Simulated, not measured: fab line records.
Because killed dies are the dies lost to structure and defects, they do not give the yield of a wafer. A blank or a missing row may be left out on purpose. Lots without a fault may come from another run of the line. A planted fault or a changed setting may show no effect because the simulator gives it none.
What tool caused it? | flow gf180mcu | 11 lots, 33 wafers sampled, at 4 steps of a route of 602

WHAT THE GAUGES READ, wafer by wafer
GF_PSD_RS_MEAS_15: uses a four-point probe to measure.
lot  | measured     | on            | PSD_RS (ohm/sq)
L527 | day 14 04:05 | film_metro-01 | 108.75 108.78 108.50
L529 | day 14 19:48 | film_metro-02 | 108.10 108.00 108.23
L531 | day 15 13:47 | film_metro-01 | 109.15 109.15 108.74
L533 | day 16 06:53 | film_metro-02 | 108.71 108.63 108.56
L535 | day 16 20:04 | film_metro-01 | 108.98 109.31 109.31
L537 | day 17 19:19 | film_metro-02 | 109.16 108.75 109.04
L540 | day 18 15:26 | film_metro-01 | 106.14 105.75 105.96
L541 | day 19 04:23 | film_metro-01 | 105.60 105.92 105.66
L548 | day 21 17:40 | film_metro-01 | 109.15 108.47 108.89
L549 | day 21 20:26 | film_metro-01 | 108.89 108.50 108.71
L550 | day 22 05:49 | film_metro-01 | 108.76 108.65 108.80

TOOL THAT RAN EACH LOT (tool first, then ch and the chambers of the sampled wafers, then the start)
lot  | GF_HV_LDD_ETCHBACK_58              | GF_PSD_IMPLANT_09               | GF_PSD_STRIP_10
L527 | rie_diel-02 ch 0,1, day 12 11:24   | implanter-01 ch 0, day 14 03:32 | plasma_asher-03 ch 0,1, day 14 03:40
L529 | rie_diel-03 ch 0,1,2, day 13 01:35 | implanter-04 ch 0, day 14 19:11 | plasma_asher-01 ch 0,1, day 14 19:19
L531 | rie_diel-03 ch 0,1, day 13 17:53   | implanter-02 ch 0, day 15 13:14 | plasma_asher-03 ch 0,1, day 15 13:22
L533 | rie_diel-02 ch 0,1,3, day 14 13:23 | implanter-02 ch 0, day 16 06:20 | plasma_asher-03 ch 0,1, day 16 06:28
L535 | rie_diel-01 ch 1,2,3, day 15 01:23 | implanter-02 ch 0, day 16 19:28 | plasma_asher-01 ch 0,1, day 16 19:37
L537 | rie_diel-02 ch 0,2,3, day 15 21:47 | implanter-01 ch 0, day 17 18:43 | plasma_asher-03 ch 0,1, day 17 18:50
L540 | rie_diel-02 ch 0,1,3, day 16 15:53 | implanter-02 ch 0, day 18 14:52 | plasma_asher-03 ch 0,1, day 18 15:01
L541 | rie_diel-03 ch 0,1,3, day 17 03:35 | implanter-02 ch 0, day 19 03:49 | plasma_asher-02 ch 0,1, day 19 03:58
L548 | rie_diel-02 ch 0,1,3, day 19 16:58 | implanter-02 ch 0, day 21 17:07 | plasma_asher-01 ch 0,1, day 21 17:16
L549 | rie_diel-01 ch 0,2,3, day 19 19:29 | implanter-02 ch 0, day 21 19:52 | plasma_asher-01 ch 0,1, day 21 20:01
L550 | rie_diel-01 ch 0,2,3, day 20 05:09 | implanter-02 ch 0, day 22 05:16 | plasma_asher-03 ch 0,1, day 22 05:23
- GF_HV_LDD_ETCHBACK_58: etches Si3N4 in CH3F/O2, stops on SiO2, time 100 s, target depth 90 nm.
- GF_PSD_IMPLANT_09
- GF_PSD_STRIP_10: strips in O2/N2.

THE ANSWER, worked out from the rows above alone
Rule: the lots themselves supply what counts as usual. The widest of any qualifying gaps counts: lots, ordered by their means at a reading, are off when they make up no more than a third of the lots, leave a main group of 4 or more, and stand apart from it by 3 or more times the standard deviation of that group's means. A main group whose means are all the same, to the digits that the tables above print for the reading, isn't used. A lot without any number at a reading at which 4 lots or more have one is off too. The other lots that the step has rows for count as sound.
Off: at GF_PSD_RS_MEAS_15 (PSD_RS), L540, L541. Mean 108.77 ohm/sq and standard deviation 0.29 in the main group.
A tool fits if, at a process step before that reading, it ran every lot that is off, and no sound lot after the first of them. Those tools and the gauges at GF_PSD_RS_MEAS_15 are tried in the same way. Not one of the candidates tried fits.

WHAT THE SIMULATOR HAD INSERTED
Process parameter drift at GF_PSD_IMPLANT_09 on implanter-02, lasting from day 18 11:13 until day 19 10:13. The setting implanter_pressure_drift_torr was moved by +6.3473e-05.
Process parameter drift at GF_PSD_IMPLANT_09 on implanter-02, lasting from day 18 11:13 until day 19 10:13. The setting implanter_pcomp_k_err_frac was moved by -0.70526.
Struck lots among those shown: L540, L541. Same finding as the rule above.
